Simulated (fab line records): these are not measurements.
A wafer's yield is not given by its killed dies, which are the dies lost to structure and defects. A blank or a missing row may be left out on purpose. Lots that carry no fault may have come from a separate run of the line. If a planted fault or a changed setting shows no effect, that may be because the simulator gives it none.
fab line records	flow sky130
[record] lots = 7	wafers = 21	last_day = 50
route steps=708 shown PWDE@48 NWELL@56 PAD_OPEN@708
lots with no fault: from the same line, run without faults
start_h: hours from the record's first day to the start of the lot's first wafer shown	wait_h: how many hours have passed since the lot's step before this one	" unchanged from the row above	L1.1+2: a row that stands for several wafers	- value missing, or start not given	* or withheld: withheld	< > ~ a bound
route shown NAME@n: names a module that has steps shown in the file, with the first one's number in the route	usual: the fault-free wafers' mean and standard deviation	same: alike in all rows	chamber/n: place in a boat	sites: the reading at each site	_std_site: standard deviation of those values	_edge_site: the outer-site mean with the inner-site mean subtracted	radius_mm: for every site, how far away it sits from the centre of the wafer	mask NAME#n: copy n	behind: the last tool/chamber to shape the wafer	hold: the reason the lot was held/the length of the hold in hours/how it ended	device: the n, p or np transistor that did not switch	end of line: the tests these same wafers got at the end of their route	a step with no rows: only its recipe	killed: at the first sort, the dies lost to defects and structure; wafer yield is something else	map: a wafer's dies, x killed, . not, _ none there
set.NAME: the run value of the setting; set.NAME@STEP: its run value at that earlier step	model.NAME: the simulator's own value behind a step, which no gauge read
lots seen at some steps along the route; tables by step, rows by wafer
services: the hour from which a tool's chamber was out of use, counted from the record's first day as start_h (under 0 if before that day), plus the number of hours and why
[[steps]]
[step SKY_PWDE_SOFTBAKE_03]
[recipe] temp_c = 110	time_s = withheld
[step SKY_PWDE_EXPOSE_04]
[recipe] mask_id = PWDEM	na = 0.6	source_shape = conventional	sigma_outer = 0.6	polarization = unpolarized	target_cd_nm = 840	dose_mj = 214
[step SKY_PWDE_PEB_05]
[recipe] temp_c = 115	time_s = withheld
[step SKY_PWDE_DEVELOP_06]
[recipe] wall_angle_deg = 90	developer = TMAH	develop_time_s = 60	dev_temp_c = 23
[step SKY_PWDE_OVL_MEAS_07]
[usual] PWDE_OVL = 0.0/1.4
lot.wafer	tool	chamber	start_h	wait_h	PWDE_OVL[nm]
L469.1	overlay-01	-	65.06	-	-2.8
L469.5	"	-	"	"	-0.8
L469.6	"	-	"	"	-2.1
L472.2	overlay-02	-	80.78	-	0.6
L472.3	"	-	"	"	-0.5
L472.5	"	-	"	"	0.6
L475.2	overlay-01	-	97.96	-	0.8
L475.5	"	-	"	"	2.3
L475.6	"	-	"	"	1.2
L478.1	overlay-02	-	113.80	-	0.2
L478.2	"	-	"	"	1.0
L478.6	"	-	"	"	-0.2
L479.1	overlay-02	-	120.86	-	-0.7
L479.4	"	-	"	"	-0.4
L479.6	"	-	"	"	0.0
L480.1	overlay-02	-	129.06	-	1.1
L480.2	"	-	"	"	2.4
L480.4	"	-	"	"	0.5
L492.1	overlay-02	-	197.51	-	-1.0
L492.4	"	-	"	"	0.6
L492.6	"	-	"	"	0.3
[step SKY_PWDE_IMPLANT_08]
[recipe] species = B	energy_kev = 150	dose_cm2 = 3.6e+12	tilt_deg = withheld
[step SKY_PWDE_STRIP_09]
[recipe] chemistry = O2/N2	power_w = 1400	pressure_mtorr = 1500	platen_temp_c = withheld	o2_flow_sccm = 3000	n2_flow_sccm = 300	overash_fraction = 0.5
[usual] drypump_motor_current_A = 5.7/0.52	oes_product_au = 0.722/0.0039	strip_time_to_endpoint_s = 36.86/0.1
lot.wafer	tool	chamber	start_h	wait_h	drypump_motor_current_A	oes_product_au	rf_hours_counter_h	strip_time_to_endpoint_s
L469.1	plasma_asher-03	0	65.24	0.1	5.4	0.721	26	37.07
L469.5	"	1	"	"	5.8	0.725	-	37.02
L469.6	"	0	"	"	5.3	0.718	-	37.11
L472.2	plasma_asher-01	1	80.96	0.1	6.2	0.721	40	37.02
L472.3	"	1	"	"	6.2	0.722	-	37.00
L472.5	"	1	"	"	6.1	0.725	-	36.95
L475.2	plasma_asher-04	0	98.14	0.1	5.9	0.724	40	36.81
L475.5	"	1	"	"	6.0	0.724	-	36.90
L475.6	"	0	"	"	5.9	0.722	-	36.88
L478.1	plasma_asher-01	1	113.99	0.1	6.2	0.720	44	36.91
L478.2	"	0	"	"	4.8	0.723	44	37.01
L478.6	"	1	"	"	6.2	0.718	-	36.91
L479.1	plasma_asher-01	0	121.04	0.1	4.8	0.723	44	36.61
L479.4	"	1	"	"	6.2	0.730	-	36.68
L479.6	"	0	"	"	4.8	0.724	-	36.73
L480.1	plasma_asher-01	1	129.24	0.1	6.2	0.725	45	36.85
L480.2	"	0	"	"	4.8	0.723	45	36.92
L480.4	"	0	"	"	4.8	0.720	-	36.74
L492.1	plasma_asher-03	1	197.69	0.1	5.7	0.717	38	36.69
L492.4	"	0	"	"	5.4	0.726	-	36.72
L492.6	"	1	"	"	5.7	0.719	-	36.69
[step SKY_PWDE_TW_MEAS_10]
[usual] PWDE_TW = 374.3/1.8
lot.wafer	tool	chamber	start_h	wait_h	PWDE_TW
L469.1	film_metro-01	-	65.34	0.1	372.4
L469.5	"	-	"	"	370.2
L469.6	"	-	"	"	372.9
L472.2	film_metro-03	-	81.07	0.1	373.5
L472.3	"	-	"	"	371.9
L472.5	"	-	"	"	375.0
L475.2	film_metro-03	-	98.25	0.1	373.2
L475.5	"	-	"	"	372.4
L475.6	"	-	"	"	371.9
L478.1	film_metro-02	-	114.09	0.1	378.1
L478.2	"	-	"	"	377.8
L478.6	"	-	"	"	376.2
L479.1	film_metro-01	-	121.14	0.1	377.5
L479.4	"	-	"	"	375.5
L479.6	"	-	"	"	377.5
L480.1	film_metro-01	-	129.34	0.1	373.7
L480.2	"	-	"	"	376.7
L480.4	"	-	"	"	374.6
L492.1	film_metro-02	-	197.79	0.1	375.0
L492.4	"	-	"	"	375.0
L492.6	"	-	"	"	374.8
[step SKY_NWELL_DEHYDRATE_03]
[recipe] temp_c = 200	time_s = 60
[step SKY_NWELL_HMDS_04]
[recipe] prime_time_s = 60	prime_temp_c = 120
[step SKY_NWELL_COAT_05]
[recipe] spin_rpm = 2000	resist_thk_nm = 3000
[step SKY_NWELL_SOFTBAKE_06]
[recipe] temp_c = 110	time_s = withheld
[step SKY_NWELL_EXPOSE_07]
[recipe] mask_id = NWM	na = 0.6	source_shape = conventional	sigma_outer = 0.6	polarization = unpolarized	target_cd_nm = 840	dose_mj = 255
lot.wafer	tool	chamber	start_h	wait_h	mask	model.NWELL.overlay_x_nm
L469.1+5+6	iline_stepper-02	0	72.76	-	NWM#0	-0.2245
L472.2+3+5	iline_stepper-02	0	89.32	-	NWM#0	0.6218
L475.2+5+6	iline_stepper-02	0	106.56	-	NWM#0	-113.1
L478.1+2+6	iline_stepper-02	0	122.52	-	NWM#0	-111.4
L479.1+4+6	iline_stepper-02	0	129.87	-	NWM#0	-112.5
L480.1+2+4	iline_stepper-01	0	138.42	-	NWM#0	0.6897
L492.1+4+6	iline_stepper-01	0	209.02	-	NWM#0	-1.657
[step SKY_NWELL_PEB_08]
[recipe] temp_c = 115	time_s = withheld
[step SKY_NWELL_DEVELOP_09]
[recipe] wall_angle_deg = 90	developer = TMAH	develop_time_s = 60	dev_temp_c = 23
[step SKY_NWELL_OVL_MEAS_10]
[usual] NWELL_00_OVL = -0.7/1.5
lot.wafer	tool	chamber	start_h	wait_h	NWELL_00_OVL[nm]
L469.1	overlay-02	-	80.99	-	-1.5
L469.5	"	-	"	"	-0.5
L469.6	"	-	"	"	-0.5
L472.2	overlay-02	-	97.88	-	-1.9
L472.3	"	-	"	"	-2.7
L472.5	"	-	"	"	-1.4
L475.2	overlay-02	-	115.78	-	-114.6
L475.5	"	-	"	"	-114.1
L475.6	"	-	"	"	-113.3
L478.1	overlay-01	-	130.87	-	-111.3
L478.2	"	-	"	"	-112.0
L478.6	"	-	"	"	-112.6
L479.1	overlay-01	-	139.21	-	-113.7
L479.4	"	-	"	"	-112.5
L479.6	"	-	"	"	-112.0
L480.1	overlay-01	-	147.54	-	-1.1
L480.2	"	-	"	"	0.2
L480.4	"	-	"	"	0.0
L492.1	overlay-01	-	219.86	-	-4.1
L492.4	"	-	"	"	-3.5
L492.6	"	-	"	"	-4.9
[step SKY_NWELL_IMPLANT_11]
[recipe] species = P	energy_kev = 400	dose_cm2 = 1.9e+13	tilt_deg = withheld
[step SKY_PAD_OPEN_PROBE_99]
[usual] killed_at_M0_to_M3 = 43/7	killed_at_M4_up = 3.5/1.9	killed_at_contacts = 24/5.3	killed_at_front_end = 15/4.4	killed_at_other = 0.3/0.69	killed_dies = 87/9.7	killed_open = 48/7	killed_short = 39/6.4
[same] gross_dies = 492	killed_at_back_side = 0
lot.wafer	tool	chamber	start_h	wait_h	killed_at_M0_to_M3	killed_at_M4_up	killed_at_contacts	killed_at_front_end	killed_at_other	killed_dies	killed_open	killed_short	model.etest.pfet_16v.r_on_ohm_um	model.etest.nfet_16v.r_on_ohm_um	model.etest.pfet_16v.drive_ua_um	model.etest.nfet_16v.drive_ua_um
L469.1	prober-02	-	1073.56	0.1	41	5	19	15	0	80	44	35	1.54e+04	1.42e+04	243.3	219.9
L469.5	prober-02	-	1073.76	0.2	35	1	22	15	0	73	40	33	1.534e+04	1.409e+04	244.1	222.3
L469.6	prober-02	-	1073.81	0.2	51	5	37	21	0	114	67	47	1.464e+04	1.4e+04	251	225.8
L472.2	prober-01	-	1082.67	0.1	45	3	36	12	1	97	60	36	1.478e+04	1.386e+04	246.9	231
L472.3	prober-01	-	1082.72	0.2	46	5	26	14	0	91	44	47	1.51e+04	1.386e+04	243.2	232.3
L472.5	prober-01	-	1082.82	0.2	40	2	21	17	3	83	43	37	1.497e+04	1.387e+04	242.5	228.5
L475.2	prober-02	-	1108.78	0.1	46	3	24	19	0	92	49	43	1.377e+04	1.332e+04	276.9	228.1
L475.5	prober-02	-	1108.93	0.2	44	3	27	7	0	81	50	29	1.391e+04	1.336e+04	275.8	229.2
L475.6	prober-02	-	1108.98	0.2	55	4	25	23	2	109	56	50	1.33e+04	1.33e+04	283.2	229.4
L478.1	prober-01	-	1124.37	0.1	50	2	30	7	0	89	44	44	1.44e+04	1.312e+04	268.9	230.8
L478.2	prober-01	-	1124.42	0.1	42	3	24	9	1	79	37	42	1.394e+04	1.313e+04	270	231.2
L478.6	prober-01	-	1124.62	0.2	37	3	20	12	0	72	35	37	1.438e+04	1.309e+04	265.2	235.8
L479.1	prober-02	-	1136.17	0.1	45	5	16	11	0	77	42	35	1.369e+04	1.328e+04	275.4	227.8
L479.4	prober-02	-	1136.32	0.2	49	4	22	16	0	91	50	41	1.352e+04	1.329e+04	276.5	228
L479.6	prober-02	-	1136.42	0.2	42	6	32	10	0	90	44	46	1.365e+04	1.334e+04	277.8	227.5
L480.1	prober-01	-	1146.38	0.1	51	8	18	18	2	97	48	47	1.572e+04	1.41e+04	238	218.4
L480.2	prober-01	-	1146.43	0.1	46	10	21	16	1	94	49	44	1.496e+04	1.396e+04	246.3	218.5
L480.4	prober-01	-	1146.53	0.2	44	5	17	20	1	87	38	48	1.54e+04	1.398e+04	242.8	220
L492.1	prober-01	-	1199.89	0.1	42	6	24	8	0	80	41	39	1.529e+04	1.396e+04	241	223.8
L492.4	prober-01	-	1200.04	0.2	44	2	24	12	0	82	44	38	1.52e+04	1.402e+04	243.6	222.9
L492.6	prober-01	-	1200.14	0.2	32	2	21	9	0	64	37	27	1.486e+04	1.395e+04	245.4	226.5
// killed by level:class
L469.1 VIA1:geometric_particle:open=9 VIA3:geometric_particle:open=8 LI_CONTACT:geometric_particle:open=6 CONTACT:geometric_particle:open=5 VIA1:geometric_particle:short=5 LI_CONTACT:geometric_particle:short=4 VIA3:geometric_particle:short=4 FIELD_ISO:geometric_particle:open=3
L469.5 VIA1:geometric_particle:open=9 CONTACT:geometric_particle:open=9 VIA3:geometric_particle:open=5 FIELD_ISO:geometric_particle:short=4 POLY_GATE:geometric_particle:open=4 LOCAL_INTERCONNECT:geometric_particle:short=4 CONTACT:geometric_particle:short=4 METAL1:geometric_particle:short=4
L469.6 VIA1:geometric_particle:open=13 CONTACT:geometric_particle:open=13 VIA3:geometric_particle:open=12 LI_CONTACT:geometric_particle:open=11 POLY_GATE:geometric_particle:short=8 CONTACT:geometric_particle:short=8 VIA2:geometric_particle:open=4 POLY_GATE:geometric_particle:open=4
L472.2 VIA1:geometric_particle:open=18 LI_CONTACT:geometric_particle:open=13 CONTACT:geometric_particle:open=12 CONTACT:geometric_particle:short=5 POLY_GATE:geometric_particle:short=5 VIA1:geometric_particle:short=5 LOCAL_INTERCONNECT:geometric_particle:short=4 METAL1:geometric_particle:short=4
L472.3 CONTACT:geometric_particle:open=12 METAL1:geometric_particle:short=9 VIA1:geometric_particle:open=6 METAL2:geometric_particle:short=6 LI_CONTACT:geometric_particle:open=5 VIA3:geometric_particle:open=5 CONTACT:geometric_particle:short=4 VIA1:geometric_particle:short=4
L472.5 VIA1:geometric_particle:short=8 VIA3:geometric_particle:open=8 LI_CONTACT:geometric_particle:open=7 CONTACT:geometric_particle:open=7 VIA2:geometric_particle:open=7 FIELD_ISO:geometric_particle:short=6 FIELD_ISO:geometric_particle:open=4 VIA1:geometric_particle:open=4
L475.2 CONTACT:geometric_particle:open=11 VIA1:geometric_particle:open=9 VIA2:geometric_particle:short=7 VIA3:geometric_particle:open=7 FIELD_ISO:geometric_particle:open=5 LI_CONTACT:geometric_particle:open=5 VIA3:geometric_particle:short=5 FIELD_ISO:geometric_particle:short=4
L475.5 CONTACT:geometric_particle:open=11 VIA2:geometric_particle:open=10 LI_CONTACT:geometric_particle:open=7 VIA1:geometric_particle:open=7 VIA3:geometric_particle:open=5 VIA3:geometric_particle:short=5 CONTACT:geometric_particle:short=4 FIELD_ISO:geometric_particle:open=3
L475.6 VIA1:geometric_particle:open=12 VIA2:geometric_particle:open=11 CONTACT:geometric_particle:short=9 LI_CONTACT:geometric_particle:open=7 VIA1:geometric_particle:short=7 FIELD_ISO:geometric_particle:short=6 METAL1:geometric_particle:short=6 VIA3:geometric_particle:open=5
L478.1 CONTACT:geometric_particle:open=9 LI_CONTACT:geometric_particle:open=8 VIA3:geometric_particle:open=8 METAL3:geometric_particle:short=7 METAL1:geometric_particle:short=7 VIA1:geometric_particle:short=7 VIA2:geometric_particle:open=5 VIA1:geometric_particle:open=5
L478.2 VIA1:geometric_particle:open=10 CONTACT:geometric_particle:open=8 METAL1:geometric_particle:short=6 VIA1:geometric_particle:short=6 FIELD_ISO:geometric_particle:short=5 LI_CONTACT:geometric_particle:short=4 LI_CONTACT:geometric_particle:open=4 LOCAL_INTERCONNECT:geometric_particle:short=4
L478.6 CONTACT:geometric_particle:open=9 VIA1:geometric_particle:open=8 METAL1:geometric_particle:short=7 CONTACT:geometric_particle:short=5 POLY_GATE:geometric_particle:open=4 VIA3:geometric_particle:short=4 VIA3:geometric_particle:open=4 FIELD_ISO:geometric_particle:short=3
L479.1 VIA1:geometric_particle:open=11 CONTACT:geometric_particle:open=8 VIA1:geometric_particle:short=8 VIA2:geometric_particle:open=6 METAL2:geometric_particle:short=5 FIELD_ISO:geometric_particle:open=4 VIA2:geometric_particle:short=4 METAL4:geometric_particle:short=4
L479.4 VIA1:geometric_particle:open=13 VIA2:geometric_particle:open=7 METAL2:geometric_particle:short=6 FIELD_ISO:geometric_particle:short=5 LI_CONTACT:geometric_particle:open=5 CONTACT:geometric_particle:open=5 CONTACT:geometric_particle:short=5 METAL1:geometric_particle:short=5
L479.6 VIA1:geometric_particle:open=13 LI_CONTACT:geometric_particle:open=8 CONTACT:geometric_particle:open=7 CONTACT:geometric_particle:short=7 LI_CONTACT:geometric_particle:short=5 LOCAL_INTERCONNECT:geometric_particle:short=5 METAL2:geometric_particle:short=4 VIA2:geometric_particle:open=4
L480.1 VIA1:geometric_particle:open=12 METAL2:geometric_particle:short=9 VIA3:geometric_particle:open=8 METAL4:geometric_particle:short=6 LI_CONTACT:geometric_particle:open=6 VIA2:geometric_particle:open=6 POLY_GATE:geometric_particle:short=5 CONTACT:geometric_particle:open=5
L480.2 VIA3:geometric_particle:open=13 LI_CONTACT:geometric_particle:open=11 METAL2:geometric_particle:short=8 VIA2:geometric_particle:short=7 METAL4:geometric_particle:short=6 VIA1:geometric_particle:open=5 FIELD_ISO:geometric_particle:short=4 CONTACT:geometric_particle:open=4
L480.4 METAL1:geometric_particle:short=9 FIELD_ISO:geometric_particle:short=8 CONTACT:geometric_particle:open=7 VIA3:geometric_particle:open=7 VIA2:geometric_particle:open=6 SPACER:geometric_particle:short=4 LI_CONTACT:geometric_particle:open=4 CONTACT:geometric_particle:short=4
L492.1 CONTACT:geometric_particle:open=9 VIA1:geometric_particle:open=8 VIA3:geometric_particle:open=7 VIA1:geometric_particle:short=6 CONTACT:geometric_particle:short=6 VIA2:geometric_particle:open=6 LOCAL_INTERCONNECT:geometric_particle:short=5 METAL2:geometric_particle:short=5
L492.4 CONTACT:geometric_particle:open=8 VIA2:geometric_particle:open=8 VIA1:geometric_particle:short=7 LI_CONTACT:geometric_particle:open=7 METAL1:geometric_particle:short=7 VIA3:geometric_particle:open=6 VIA1:geometric_particle:open=5 FIELD_ISO:geometric_particle:open=4
L492.6 VIA2:geometric_particle:open=7 CONTACT:geometric_particle:open=6 VIA3:geometric_particle:open=5 LI_CONTACT:geometric_particle:open=4 CONTACT:geometric_particle:short=4 METAL1:geometric_particle:short=4 VIA3:geometric_particle:short=4 VIA1:geometric_particle:open=4
[[services]]
tool	chamber	start_h	hours	kind
plasma_asher-01	-	42.20	2.8	pm
plasma_asher-03	-	80.11	11.8	repair
iline_stepper-02	-	81.67	1.7	pm
iline_stepper-02	0	91.61	-	calibration
plasma_asher-04	-	116.08	2.8	pm
iline_stepper-01	-	140.63	1.7	pm
plasma_asher-03	-	147.20	1.1	repair
plasma_asher-01	-	152.22	0.9	repair
iline_stepper-01	-	155.70	0.8	pm
iline_stepper-02	-	159.07	4.4	pm
plasma_asher-01	-	160.19	0.6	repair
plasma_asher-04	-	171.99	2.6	repair
iline_stepper-01	0	179.69	-	calibration
[[key]]
[first_sign] step = SKY_NWELL_OVL_MEAS_10	reading = NWELL_00_OVL	direction = down	sigmas = 75	usual = -0.7	struck = -112.9
effect none on later readings
[model_effect] step = SKY_NWELL_EXPOSE_07	value = NWELL.overlay_x_nm	without = -0.1622	struck = -112.4
[model_effect] step = SKY_PAD_OPEN_PROBE_99	value = etest.pfet_16v.r_on_ohm_um	without = 1.49e+04	struck = 1.384e+04
met_at SKY_NWELL_EXPOSE_07
struck_wafers L475.2,L475.5,L475.6,L478.1,L478.2,L478.6,L479.1,L479.4,L479.6
tester_left_out L475,L478,L479
onset_between 89.32 106.56
[fault] kind = scanner_matching_overlay	tool = iline_stepper-02	chamber = -	onset_h = 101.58	steps = SKY_NWELL_EXPOSE_07	offset = -112.19
// tester_left_out: of these lots the tester's yield and bins aren't shown, on N5 and GAA mostly nor the transistor test; their killed dies are dies lost to structure and defects alone, not to doping, threshold or leakage, so they don't give the yield
